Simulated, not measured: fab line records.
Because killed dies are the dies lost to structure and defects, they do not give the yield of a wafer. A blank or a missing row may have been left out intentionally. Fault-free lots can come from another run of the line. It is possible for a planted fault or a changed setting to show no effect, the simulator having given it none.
Which tool is to blame? :: flow sfqLine :: 15 lots, 42 wafers sampled, at 2 steps of a route of 325

## WHAT EACH GAUGE READ, for each wafer
SFQ_C5_OVL_MEAS_937.
lot: L682
measured: day 68 09:54
on: overlay-02
C5_OVL (nm): 1 0 -2

lot: L683
measured: day 70 02:52
on: overlay-02
C5_OVL (nm): -3 -4 1

lot: L684
measured: day 70 05:17
on: overlay-02
C5_OVL (nm): 7 -1 0

lot: L686
measured: day 70 13:48
on: overlay-01
C5_OVL (nm): 6 6 1

lot: L687
measured: day 70 14:59
on: overlay-01
C5_OVL (nm): -8 -13 -5

lot: L688
measured: day 70 16:12
on: overlay-01
C5_OVL (nm): -10 -11 -12

lot: L691
measured: day 72 06:24
on: overlay-02
C5_OVL (nm): 6 9 5

lot: L692
measured: day 72 21:46
on: overlay-01
C5_OVL (nm): -2 8 9

lot: L693
measured: day 73 01:15
on: overlay-01
C5_OVL (nm): 3 3 -1

lot: L698
measured: day 74 13:58
on: overlay-02
C5_OVL (nm): 4 -1

lot: L699
measured: day 74 22:31
on: overlay-02
C5_OVL (nm): -5 -9

lot: L701
measured: day 77 11:04
on: overlay-02
C5_OVL (nm): -1 -12

lot: L703
measured: day 78 16:52
on: overlay-02
C5_OVL (nm): 0 -4 -8

lot: L704
measured: day 78 18:31
on: overlay-02
C5_OVL (nm): 1 4 3

lot: L705
measured: day 78 20:55
on: overlay-02
C5_OVL (nm): -7 -5 -4

## EACH LOT AND THE TOOL THAT RAN IT (in order: tool; ch and the chambers of the sampled wafers; start)
lot: L682
SFQ_TRILAYER_M2_ETCH_METAL_ETCH_060: rieMetal-01 ch 0,1, day 22 06:38

lot: L683
SFQ_TRILAYER_M2_ETCH_METAL_ETCH_060: rieMetal-04 ch 0,1, day 22 19:50

lot: L684
SFQ_TRILAYER_M2_ETCH_METAL_ETCH_060: rieMetal-01 ch 0,1, day 23 19:14

lot: L686
SFQ_TRILAYER_M2_ETCH_METAL_ETCH_060: rieMetal-03 ch 0,1, day 24 19:11

lot: L687
SFQ_TRILAYER_M2_ETCH_METAL_ETCH_060: rieMetal-01 ch 0,1, day 25 09:43

lot: L688
SFQ_TRILAYER_M2_ETCH_METAL_ETCH_060: rieMetal-03 ch 0,1, day 25 19:19

lot: L691
SFQ_TRILAYER_M2_ETCH_METAL_ETCH_060: rieMetal-01 ch 1, day 26 22:25

lot: L692
SFQ_TRILAYER_M2_ETCH_METAL_ETCH_060: rieMetal-01 ch 0,1, day 27 15:34

lot: L693
SFQ_TRILAYER_M2_ETCH_METAL_ETCH_060: rieMetal-03 ch 0,1, day 28 07:10

lot: L698
SFQ_TRILAYER_M2_ETCH_METAL_ETCH_060: rieMetal-04 ch 0,1, day 30 05:40

lot: L699
SFQ_TRILAYER_M2_ETCH_METAL_ETCH_060: rieMetal-03 ch 1, day 30 08:07

lot: L701
SFQ_TRILAYER_M2_ETCH_METAL_ETCH_060: rieMetal-03 ch 0,1, day 30 20:02

lot: L703
SFQ_TRILAYER_M2_ETCH_METAL_ETCH_060: rieMetal-03 ch 0,1, day 31 04:34

lot: L704
SFQ_TRILAYER_M2_ETCH_METAL_ETCH_060: rieMetal-04 ch 0,1, day 31 06:58

lot: L705
SFQ_TRILAYER_M2_ETCH_METAL_ETCH_060: rieMetal-01 ch 0,1, day 31 22:34
- SFQ_TRILAYER_M2_ETCH_METAL_ETCH_060: etches Nb in Cl2/Ar, stops on SiO2, target depth 240 nm, time 120 s.

## AS READ BY THE TOOLS THEMSELVES (means over the sampled wafers that have a number; for cases with no such wafer, the mark the record gives instead)
SFQ_TRILAYER_M2_ETCH_METAL_ETCH_060.
lot: L682
tool: rieMetal-01
chamberPressureMTorr (mTorr): 9.992
drypumpMotorCurrentA (A): 5.4
oesProductAu (a.u.): 0.900

lot: L683
tool: rieMetal-04
chamberPressureMTorr (mTorr): 10.000
drypumpMotorCurrentA (A): 5.9
oesProductAu (a.u.): 0.894

lot: L684
tool: rieMetal-01
chamberPressureMTorr (mTorr): 9.994
drypumpMotorCurrentA (A): 5.2
oesProductAu (a.u.): 0.900

lot: L686
tool: rieMetal-03
chamberPressureMTorr (mTorr): 9.996
drypumpMotorCurrentA (A): 6.0
oesProductAu (a.u.): 0.890

lot: L687
tool: rieMetal-01
chamberPressureMTorr (mTorr): 10.009
drypumpMotorCurrentA (A): 5.4
oesProductAu (a.u.): 0.902

lot: L688
tool: rieMetal-03
chamberPressureMTorr (mTorr): 9.986
drypumpMotorCurrentA (A): 6.0
oesProductAu (a.u.): 0.909

lot: L691
tool: rieMetal-01
chamberPressureMTorr (mTorr): 9.995
drypumpMotorCurrentA (A): 5.6
oesProductAu (a.u.): 0.901

lot: L692
tool: rieMetal-01
chamberPressureMTorr (mTorr): 9.999
drypumpMotorCurrentA (A): 5.2
oesProductAu (a.u.): 0.898

lot: L693
tool: rieMetal-03
chamberPressureMTorr (mTorr): 10.003
drypumpMotorCurrentA (A): 5.6
oesProductAu (a.u.): 0.891

lot: L698
tool: rieMetal-04
chamberPressureMTorr (mTorr): 10.002
drypumpMotorCurrentA (A): 6.0
oesProductAu (a.u.): 0.907

lot: L699
tool: rieMetal-03
chamberPressureMTorr (mTorr): 9.988
drypumpMotorCurrentA (A): 6.5
oesProductAu (a.u.): 0.897

lot: L701
tool: rieMetal-03
chamberPressureMTorr (mTorr): 10.005
drypumpMotorCurrentA (A): 5.8
oesProductAu (a.u.): 0.899

lot: L703
tool: rieMetal-03
chamberPressureMTorr (mTorr): 9.999
drypumpMotorCurrentA (A): 5.6
oesProductAu (a.u.): 0.890

lot: L704
tool: rieMetal-04
chamberPressureMTorr (mTorr): 10.002
drypumpMotorCurrentA (A): 6.0
oesProductAu (a.u.): 0.894

lot: L705
tool: rieMetal-01
chamberPressureMTorr (mTorr): 10.010
drypumpMotorCurrentA (A): 5.4
oesProductAu (a.u.): 0.893

## THE ANSWER, worked out from the rows above alone
Rule: usual is defined by the lots themselves. The widest of any qualifying gaps counts: lots, ordered by their means at a reading, are off when they make up no more than a third of the lots, leave a main group of 4 or more, and stand apart from it by 3 or more times the standard deviation of that group's means. Not used: any main group whose means are identical at the precision the tables above print for the reading. Also off: a lot with no number at a reading for which 4 or more lots have one. The other lots that the step has rows for count as sound. First the gauges in route order, then the tools' own readings, where a lot's mean is used as printed above. The first step at which some lot is off is used, and at that step the reading that is off furthest; a lot without a number counts as furthest.
Across all readings shown, no lot is off: no conclusion can be drawn from this.

## WHAT HAD BEEN PUT IN BY THE SIMULATOR
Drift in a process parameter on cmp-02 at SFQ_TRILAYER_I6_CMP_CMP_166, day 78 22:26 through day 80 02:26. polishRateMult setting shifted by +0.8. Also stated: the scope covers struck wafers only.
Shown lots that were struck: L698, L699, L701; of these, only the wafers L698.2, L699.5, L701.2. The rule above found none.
